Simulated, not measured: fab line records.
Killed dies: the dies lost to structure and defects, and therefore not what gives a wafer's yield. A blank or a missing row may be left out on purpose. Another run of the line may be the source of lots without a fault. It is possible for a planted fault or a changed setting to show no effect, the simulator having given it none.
Split-lot study | flow gf180mcu | 23 wafers read across 5 lots, on a route 602 steps long

## THE SPLIT ITSELF
At GF_M1_SPUTTER_01 (material TiN, target thk 30 nm, time 25 s), the setting power-w was moved away from the recipe's 6500 W on 9 of the 23 wafers read, by -11.3% to -3.8%. This setting was run at the recipe's value on the other wafers.

The reading is taken at the split's own step.

## THE READING
TiN_of_M1_SPUTTER_01.thk-nm (the simulator's own value, which no gauge read), in nm, at GF_M1_SPUTTER_01 (material TiN, target thk 30 nm, time 25 s). The file gives no usual value for it. Average 30.09 nm, standard deviation 0.26 nm, over the 14 wafers here run with the recipe.

wafer  | tool, chamber at the split | power-w as run, W | against the recipe | TiN_of_M1_SPUTTER_01.thk-nm, nm | against lot-mates on the recipe
L075.1 | pvd-sputter-03, -          | 6500              | recipe             | 29.66                           | -
L075.2 | pvd-sputter-03, -          | 6500              | recipe             | 29.5                            | -
L075.3 | pvd-sputter-03, -          | 6107              | -6.0%              | 27.66                           | -1.92
L075.6 | pvd-sputter-03, -          | 6107              | -6.0%              | 27.66                           | -1.92
L075.5 | pvd-sputter-03, -          | 6107              | -6.0%              | 27.43                           | -2.15
L076.1 | pvd-sputter-01, -          | 6251              | -3.8%              | 28.96                           | -1.23
L076.2 | pvd-sputter-01, -          | 6251              | -3.8%              | 29.01                           | -1.18
L076.3 | pvd-sputter-01, -          | 6500              | recipe             | 30.16                           | -
L076.5 | pvd-sputter-01, -          | 6500              | recipe             | 30.23                           | -
L076.6 | pvd-sputter-01, -          | 6251              | -3.8%              | 29.03                           | -1.16
L079.1 | pvd-sputter-04, -          | 6500              | recipe             | 30.22                           | -
L079.2 | pvd-sputter-04, -          | 6500              | recipe             | 30.1                            | -
L079.3 | pvd-sputter-04, -          | 6500              | recipe             | 30.2                            | -
L079.4 | pvd-sputter-04, -          | 6500              | recipe             | 30.15                           | -
L079.5 | pvd-sputter-04, -          | 6500              | recipe             | 30.09                           | -
L080.1 | pvd-sputter-03, -          | 6500              | recipe             | 30.54                           | -
L080.2 | pvd-sputter-03, -          | 6500              | recipe             | 30.39                           | -
L080.6 | pvd-sputter-03, -          | 6500              | recipe             | 29.95                           | -
L085.1 | pvd-sputter-01, -          | 6500              | recipe             | 30.23                           | -
L085.2 | pvd-sputter-01, -          | 5765              | -11.3%             | 26.87                           | -3.17
L085.4 | pvd-sputter-01, -          | 6500              | recipe             | 29.85                           | -
L085.5 | pvd-sputter-01, -          | 5765              | -11.3%             | 26.81                           | -3.23
L085.6 | pvd-sputter-01, -          | 5765              | -11.3%             | 26.66                           | -3.38

FIT RESULTS
A straight line over all 23 wafers: TiN_of_M1_SPUTTER_01.thk-nm changes by +0.313 nm for each +1% of power-w; r = +0.97; the points scatter about the line by 0.33 nm.
The same after taking each lot's own level away (the mean of its wafers on the recipe; 23 wafers): +0.296 nm for each +1%; r = +0.99; scatter 0.15 nm.
On that fit, the largest move of power-w shifts the reading by 3.3 nm.
From 29.580 to 30.293 nm: that is the span of the lots' own levels, equal to 2.7 times the standard deviation above.
Hence the lot-to-lot level has little effect on the slope; both slopes agree.
Check: -3.44 nm against its lot-mates is what the line predicts for one of the wafers moved furthest among these (-11.3%) when that wafer is left out of the fit. Against them it came out at -3.17 nm.

## OTHER SPLITS ON THESE WAFERS
These wafers also went through other splits before the reading. Each is held against what the fit with the lots' levels taken away leaves over:
other split on the same wafers      | wafers away from the commonest value | r with TiN_of_M1_SPUTTER_01.thk-nm (lot level and that fit taken away)
GF_DUAL_GATE_SOFTBAKE_07 temp-c     | 7                                    | -0.04
GF_POLY_GATE_ETCH_13 time-s         | 5                                    | -0.15
GF_HV_LDD_DEVELOP_06 develop-time-s | 11                                   | -0.36
GF_HV_LDD_COAT_14 resist-thk-nm     | 4                                    | +0.07
GF_HV_LDD_IMPLANT_21 energy-kev     | 10                                   | +0.19
GF_HV_LDD_DEVELOP_45 dev-temp-c     | 9                                    | -0.11
GF_HV_LDD_IMPLANT_48 energy-kev     | 7                                    | +0.03
GF_NSD_DEVELOP_06 dev-temp-c        | 6                                    | +0.18
GF_PSD_COAT_02 resist-thk-nm        | 6                                    | +0.09
GF_PSD_IMPLANT_09 dose-cm2          | 11                                   | +0.15

## FILE'S OWN FIT
TiN_of_M1_SPUTTER_01.thk-nm changes by +0.299 nm for each +1% of power-w, r = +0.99.
